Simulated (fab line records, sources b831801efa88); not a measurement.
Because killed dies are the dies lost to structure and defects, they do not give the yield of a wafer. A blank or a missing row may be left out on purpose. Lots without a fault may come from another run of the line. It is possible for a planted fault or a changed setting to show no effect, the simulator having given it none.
fab line records | flow gf180mcu
record: lots: 12 wafers: 36 last-day: 34
route steps=602 shown NSD@245 M3@423 M4@460 PASSIVATION@598
lots that met no fault: from a run of the same line without faults
start-h: hours from the record's opening day to when the first of the lot's shown wafers began | wait-h: time in hours since the lot's previous step | " repeats the value in the row above | L1.1+2: one row covering several wafers at once | - no value, or no start given | * or withheld: withheld | < > ~ a bound
route shown NAME@n: names a module that has steps shown in the file, with the first one's number in the route | usual: mean and standard deviation over wafers with no fault | same: alike in all rows | chamber/n: place in a boat | sites: the reading at each site | _std_site: the standard deviation of these | _edge_site: outer sites' mean less inner sites' | radius-mm: for every site, how far away it sits from the centre of the wafer | mask NAME#n: copy n | behind: the last tool/chamber to shape the wafer | hold: why the lot went on hold/how many hours it stayed there/how the hold came to an end | device: whichever transistor did not switch (one of n, p or np) | end of line: the route-end tests of the same wafers | a step given without rows: its recipe and nothing more | killed: dies that structure and defects cost at the first sort, which is not the same as the wafer's yield | map: a wafer's dies, x killed, . not, _ none there
set.NAME: setting as actually run; set.NAME@STEP: the setting as run at that earlier step | model.NAME: the simulator's own value behind a step, which no gauge read
one table for each step of the route and one row for each wafer, over a sample of lots
services: the hour from which a tool's chamber was out of use, counted from the record's first day as start-h (under 0 if before that day), plus the number of hours and why
== steps ==
step: GF_NSD_IMPLANT_10
recipe: species: P energy-kev: 40 dose-cm2: 5e+14 tilt-deg: 7
usual: beam-energy-keV: 40.003/0.014 beam-on-s: 10.00/0.2 tilt-deg: 7.005/0.02
columns lot.wafer tool chamber start-h wait-h beam-energy-keV beam-on-s tilt-deg
L217.3 implanter-02 0 313.98 0.1 40.020 10.11 7.015
L217.4 " 0 " " 40.033 10.05 7.059
L217.5 " 0 " " 40.025 10.04 7.015
L220.3 implanter-02 0 339.58 0.1 40.000 10.01 7.000
L220.4 " 0 " " 39.999 9.88 6.986
L220.5 " 0 " " 40.010 10.34 6.977
L222.2 implanter-02 0 357.60 0.1 40.014 9.90 6.986
L222.3 " 0 " " 40.024 10.15 7.029
L222.6 " 0 " " 40.035 9.99 6.997
L224.2 implanter-03 0 369.95 0.1 39.997 10.02 6.988
L224.5 " 0 " " 40.001 10.01 6.984
L224.6 " 0 " " 39.993 9.54 6.971
L225.1 implanter-02 0 375.37 0.1 43.095 10.15 7.030
L225.3 " 0 " " 43.063 9.69 7.039
L225.6 " 0 " " 43.081 9.73 7.003
L227.1 implanter-02 0 392.12 0.1 43.094 9.73 7.009
L227.2 " 0 " " 43.089 9.73 6.990
L227.5 " 0 " " 43.115 9.86 6.993
L232.2 implanter-03 0 434.25 0.1 40.002 9.90 6.989
L232.3 " 0 " " 40.004 10.03 7.004
L232.5 " 0 " " 40.010 10.26 7.007
L233.1 implanter-03 0 442.77 0.1 40.007 9.76 6.995
L233.5 " 0 " " 40.024 10.27 7.007
L233.6 " 0 " " 40.028 9.73 6.997
L235.1 implanter-03 0 459.77 0.1 40.010 9.92 7.048
L235.2 " 0 " " 40.019 10.19 6.996
L235.6 " 0 " " 40.009 10.00 7.026
L237.2 implanter-02 0 478.89 0.1 39.997 10.10 7.036
L237.3 " 0 " " 39.993 10.08 7.023
L237.4 " 0 " " 39.997 9.86 6.980
L238.2 implanter-03 0 483.75 0.1 39.992 10.08 6.969
L238.4 " 0 " " 40.019 10.00 7.016
L238.5 " 0 " " 40.006 10.01 6.987
L239.1 implanter-02 0 492.17 0.1 40.000 9.99 6.994
L239.2 " 0 " " 40.008 10.03 7.012
L239.3 " 0 " " 40.009 9.97 6.987
step: GF_NSD_STRIP_11
recipe: chemistry: O2/N2 power-w: 1400 pressure-mtorr: 1500 platen-temp-c: 250 o2-flow-sccm: 3000 n2-flow-sccm: 300 overash-fraction: 0.5
usual: drypump-motor-current-A: 5.9/0.44 heater-power-w: 305/30 oes-product-au: 0.486/0.0044 strip-time-to-endpoint-s: 22.87/0.034
columns lot.wafer tool chamber start-h wait-h drypump-motor-current-A heater-power-w oes-product-au rf-hours-counter-h strip-time-to-endpoint-s
L217.3 plasma-asher-02 1 314.11 0.1 6.6 283 0.483 - 22.89
L217.4 " 0 " " 6.3 363 0.488 - 22.93
L217.5 " 1 " " 6.6 278 0.487 - 22.89
L220.3 plasma-asher-03 1 339.71 0.1 5.6 308 0.484 - 22.89
L220.4 " 0 " " 5.6 272 0.489 - 22.93
L220.5 " 1 " " 5.6 296 0.483 - 22.92
L222.2 plasma-asher-03 0 357.72 0.1 5.6 280 0.484 70 22.92
L222.3 " 1 " " 5.6 297 0.489 - 22.87
L222.6 " 0 " " 5.6 268 0.474 - 22.85
L224.2 plasma-asher-04 0 370.07 0.1 5.5 322 0.480 26 22.87
L224.5 " 1 " " 5.5 288 0.493 - 22.84
L224.6 " 0 " " 5.5 319 0.485 - 22.85
L225.1 plasma-asher-02 0 375.52 0.1 6.3 349 0.476 61 22.97
L225.3 " 0 " " 6.3 355 0.492 - 23.00
L225.6 " 0 " " 6.3 356 0.492 - 23.01
L227.1 plasma-asher-02 0 392.27 0.1 6.3 355 0.484 63 23.02
L227.2 " 1 " " 6.6 279 0.479 63 22.99
L227.5 " 0 " " 6.3 351 0.485 - 23.05
L232.2 plasma-asher-02 1 434.38 0.1 6.6 282 0.483 68 22.84
L232.3 " 1 " " 6.6 283 0.481 - 22.82
L232.5 " 1 " " 6.6 281 0.491 - 22.86
L233.1 plasma-asher-02 1 442.92 0.1 6.6 280 0.483 69 22.91
L233.5 " 1 " " 6.6 286 0.490 - 22.93
L233.6 " 0 " " 6.3 357 0.486 - 22.91
L235.1 plasma-asher-03 1 459.92 0.1 5.6 313 0.489 81 22.88
L235.2 " 0 " " 5.6 283 0.488 81 22.89
L235.6 " 0 " " 5.6 274 0.484 - 22.85
L237.2 plasma-asher-02 0 479.02 0.1 6.3 350 0.486 74 22.85
L237.3 " 0 " " 6.3 354 0.487 - 22.84
L237.4 " 1 " " 6.6 279 0.492 - 22.83
L238.2 plasma-asher-04 0 483.87 0.1 5.4 324 0.488 39 22.86
L238.4 " 0 " " 5.5 318 0.489 - 22.86
L238.5 " 1 " " 5.5 288 0.486 - 22.84
L239.1 plasma-asher-03 1 492.32 0.1 5.6 301 0.479 85 22.84
L239.2 " 0 " " 5.6 274 0.486 85 22.85
L239.3 " 0 " " 5.6 271 0.487 - 22.87
step: GF_M3_CD_MEAS_14
recipe: target-cd-nm: 280
usual: cd-nm: 280.2/1.1
columns lot.wafer tool chamber start-h wait-h cd-nm
L217.3 cd-sem-02 - 510.36 0.1 282.1
L217.4 " - " " 281.5
L217.5 " - " " 281.2
L220.3 cd-sem-02 - 537.10 0.1 280.1
L220.4 " - " " 279.7
L220.5 " - " " 280.8
L222.2 cd-sem-02 - 558.79 0.1 280.8
L222.3 " - " " 280.2
L222.6 " - " " 280.9
L224.2 cd-sem-02 - 569.09 0.1 279.8
L224.5 " - " " 280.2
L224.6 " - " " 280.9
L225.1 cd-sem-01 - 575.36 0.1 281.4
L225.3 " - " " 281.3
L225.6 " - " " 281.1
L227.1 cd-sem-01 - 589.97 0.1 281.5
L227.2 " - " " 280.5
L227.5 " - " " 279.5
L232.2 cd-sem-02 - 628.04 0.1 281.1
L232.3 " - " " 280.2
L232.5 " - " " 281.1
L233.1 cd-sem-02 - 633.51 0.1 281.4
L233.5 " - " " 282.5
L233.6 " - " " 281.9
L235.1 cd-sem-01 - 647.46 0.1 279.2
L235.2 " - " " 279.5
L235.6 " - " " 278.7
L237.2 cd-sem-02 - 664.08 0.1 279.6
L237.3 " - " " 278.9
L237.4 " - " " 277.7
L238.2 cd-sem-02 - 667.23 0.1 279.3
L238.4 " - " " 280.6
L238.5 " - " " 279.7
L239.1 cd-sem-02 - 674.11 0.1 280.4
L239.2 " - " " 280.3
L239.3 " - " " 279.4
step: GF_M4_SPUTTER_04
recipe: material: TiN target-thk-nm: 50 power-w: 6500 time-s: 41.7 chamber-pressure-pa: 0.4
usual: chamber-pressure-pa: 0.4000/0.00086 throttle-valve-pct: 29.7/1.2
columns lot.wafer tool chamber start-h wait-h chamber-pressure-pa throttle-valve-pct
L217.3 pvd-sputter-03 - 536.95 0.0 0.3987 30.7
L217.4 " - " " 0.4006 30.5
L217.5 " - " " 0.3999 30.7
L220.3 pvd-sputter-03 - 563.09 0.0 0.4007 30.8
L220.4 " - " " 0.4007 29.7
L220.5 " - " " 0.3989 30.5
L222.2 pvd-sputter-04 - 583.57 0.0 0.4004 27.6
L222.3 " - " " 0.3997 30.9
L222.6 " - " " 0.4001 28.4
L224.2 pvd-sputter-03 - 593.87 0.0 0.3998 30.3
L224.5 " - " " 0.4008 29.6
L224.6 " - " " 0.4006 30.4
L225.1 pvd-sputter-04 - 599.86 0.0 0.3994 28.5
L225.3 " - " " 0.4001 30.1
L225.6 " - " " 0.4002 28.4
L227.1 pvd-sputter-03 - 614.35 0.0 0.3998 30.5
L227.2 " - " " 0.4004 30.6
L227.5 " - " " 0.4004 30.7
L232.2 pvd-sputter-04 - 650.51 0.0 0.3993 27.3
L232.3 " - " " 0.3989 30.3
L232.5 " - " " 0.3998 27.3
L233.1 pvd-sputter-02 - 656.46 0.0 0.4000 29.0
L233.5 " - " " 0.4002 30.7
L233.6 " - " " 0.4000 28.2
L235.1 pvd-sputter-02 - 669.84 0.0 0.3996 31.0
L235.2 " - " " 0.3987 28.1
L235.6 " - " " 0.3999 30.9
L237.2 pvd-sputter-02 - 686.64 0.0 0.4002 27.8
L237.3 " - " " 0.4003 29.3
L237.4 " - " " 0.4016 28.9
L238.2 pvd-sputter-04 - 690.00 0.0 0.3996 30.8
L238.4 " - " " 0.4013 30.1
L238.5 " - " " 0.3995 27.3
L239.1 pvd-sputter-04 - 696.01 0.0 0.4010 30.9
L239.2 " - " " 0.4012 30.1
L239.3 " - " " 0.3999 27.7
step: GF_PASSIVATION_ETCH_11
recipe: chemistry: CF4/O2 target-depth-nm: 2040 stop-on: TiN source-w: 800 bias-w: 150 pressure-mtorr: 150 cf4-flow-sccm: 80 O2_flow_sccm: 10 time-s: 453.3
usual: drypump-motor-current-A: 5.6/0.46 oes-product-au: 0.990/0.0065 throttle-valve-pct: 5.969/0.009
columns lot.wafer tool chamber start-h wait-h drypump-motor-current-A oes-product-au rf-hours-counter-h throttle-valve-pct
L217.3 rie-diel-03 2 691.32 - 6.0 0.986 6 5.974
L217.4 " 3 " " 4.7 0.986 18 5.980
L217.5 " 3 " " 4.7 0.983 - 5.982
L220.3 rie-diel-03 1 712.56 - 5.7 0.989 2 5.970
L220.4 " 2 " " 6.0 0.991 7 5.966
L220.5 " 1 " " 5.7 0.991 - 5.968
L222.2 rie-diel-04 2 729.72 - 5.8 0.993 45 5.968
L222.3 " 0 " " 6.3 0.977 13 5.962
L222.6 " 2 " " 5.8 1.001 - 5.969
L224.2 rie-diel-03 1 737.96 - 5.7 0.994 3 5.964
L224.5 " 2 " " 6.0 0.986 - 5.963
L224.6 " 3 " " 4.7 0.978 - 5.963
L225.1 rie-diel-04 3 742.46 - 5.2 0.984 40 5.971
L225.3 " 1 " " 5.8 0.994 3 5.954
L225.6 " 0 " " 6.3 0.981 - 5.980
L227.1 rie-diel-03 3 755.56 - 4.6 0.993 21 5.973
L227.2 " 0 " " 5.4 0.983 0 5.943
L227.5 " 1 " " 5.7 0.979 - 5.970
L232.2 rie-diel-02 2 782.41 - 6.1 0.993 2 5.970
L232.3 " 0 " " 5.6 0.992 20 5.966
L232.5 " 2 " " 6.1 0.988 - 5.957
L233.1 rie-diel-04 3 787.61 - 5.3 0.993 42 5.979
L233.5 " 1 " " 5.8 0.992 - 5.972
L233.6 " 0 " " 6.3 0.988 - 5.963
L235.1 rie-diel-02 1 799.22 - 5.9 0.993 19 5.985
L235.2 " 0 " " 5.6 0.994 21 5.959
L235.6 " 3 " " 5.0 0.980 - 5.970
L237.2 rie-diel-03 2 813.07 - 6.0 0.988 12 5.976
L237.3 " 0 " " 5.3 0.979 3 5.938
L237.4 " 1 " " 5.7 0.993 6 5.966
L238.2 rie-diel-03 0 815.36 - 5.3 0.985 3 5.964
L238.4 " 1 " " 5.7 0.978 6 5.966
L238.5 " 1 " " 5.7 0.989 - 5.974
L239.1 rie-diel-04 0 818.76 - 6.3 0.985 17 5.976
L239.2 " 1 " " 5.8 0.996 7 5.970
L239.3 " 2 " " 5.8 1.000 1 5.956
== services ==
columns tool chamber start-h hours kind
rie-diel-03 0 290.77 4.1 repair
implanter-02 - 294.31 2.3 repair
implanter-02 - 295.19 3.7 repair
plasma-asher-02 - 296.12 0.3 repair
pvd-sputter-04 - 356.80 1.9 repair
implanter-02 - 375.52 3.2 pm
implanter-03 - 386.93 19.4 repair
implanter-03 - 427.66 0.8 repair
implanter-03 - 449.03 5.8 pm
rie-diel-03 0 468.11 4.2 repair
pvd-sputter-04 - 483.19 2.5 repair
rie-diel-03 - 493.45 2.8 pm
pvd-sputter-04 - 509.63 1.0 repair
implanter-03 - 570.96 4.0 pm
rie-diel-03 1 631.80 7.1 repair
plasma-asher-02 - 646.06 0.6 repair
rie-diel-03 1 668.93 5.3 repair
rie-diel-03 3 684.38 1.8 repair
rie-diel-03 0 699.13 2.4 repair
implanter-02 - 724.34 0.6 repair
implanter-03 - 724.84 3.1 repair
implanter-02 - 732.43 13.0 pm
pvd-sputter-04 - 747.88 2.6 repair
rie-diel-03 2 794.04 15.5 repair
== key ==
first-sign: step: GF_NSD_IMPLANT_10 reading: beam-energy-keV direction: up sigmas: 99+ usual: 40.003 struck: 43.090
effect: step: GF_NSD_STRIP_11 reading: strip-time-to-endpoint-s direction: up sigmas: 4 usual: * struck: *
met-at GF_NSD_IMPLANT_10
struck-lots L225,L227
tester-left-out L225,L227
not-acting-at GF_M3_CD_MEAS_14,GF_M4_SPUTTER_04,GF_PASSIVATION_ETCH_11
onset-between 357.60 375.37
fault: kind: process-parameter-drift tool: implanter-02 chamber: - onset-h: 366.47 steps: GF_NSD_IMPLANT_10 channel: energy-kev offset: 3.0942 shape: step end-h: 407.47 acts-in: these-recipes-only stated: 40
tester-left-out: of these lots the tester's yield and bins aren't shown, on N5 and GAA mostly nor the transistor test; their killed dies are dies lost to structure and defects alone, not to doping, threshold or leakage, so they don't give the yield
